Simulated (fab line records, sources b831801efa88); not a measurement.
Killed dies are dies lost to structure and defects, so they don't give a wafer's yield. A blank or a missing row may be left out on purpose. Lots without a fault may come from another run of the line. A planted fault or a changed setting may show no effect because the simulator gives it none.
Which tool did it? | flow sky130 | 6 lots, 18 wafers sampled, at 1 step of a route of 708

WHAT THE GAUGES READ, wafer by wafer
SKY_VIA1_THK_MEAS_23: measures by xrf.
lot  | measured     | on            | VIA1_W_THK (nm)
L533 | day 34 14:38 | film_metro-03 | 280 272 281
L536 | day 35 23:59 | film_metro-01 | 276 278 276
L538 | day 36 11:37 | film_metro-02 | 276 277 279
L541 | day 37 06:22 | film_metro-02 | 278 281 278
L547 | day 38 20:56 | film_metro-02 | 277 280 280
L552 | day 40 16:38 | film_metro-01 | 277 279 278

WHICH TOOL RAN EACH LOT (tool, then ch and the chambers of the sampled wafers, then the start)
The record holds no process step before these readings.

THE ANSWER, worked out from the rows above alone
Rule: what is usual is taken from the lots themselves. Put in order of their means at a reading, lots are off if they are a third of the lots or fewer, leave a main group of 4 or more, and stand apart from it by a gap of 3 or more times the standard deviation of the main group's means; of several such gaps the widest counts. A main group whose means are all the same, to the digits that the tables above print for the reading, isn't used. A lot without any number at a reading at which 4 lots or more have one is off too. The other lots that the step has rows for count as sound.
No lot is off at any reading shown: from this, nothing can be told.

WHAT THE SIMULATOR HAD PUT IN
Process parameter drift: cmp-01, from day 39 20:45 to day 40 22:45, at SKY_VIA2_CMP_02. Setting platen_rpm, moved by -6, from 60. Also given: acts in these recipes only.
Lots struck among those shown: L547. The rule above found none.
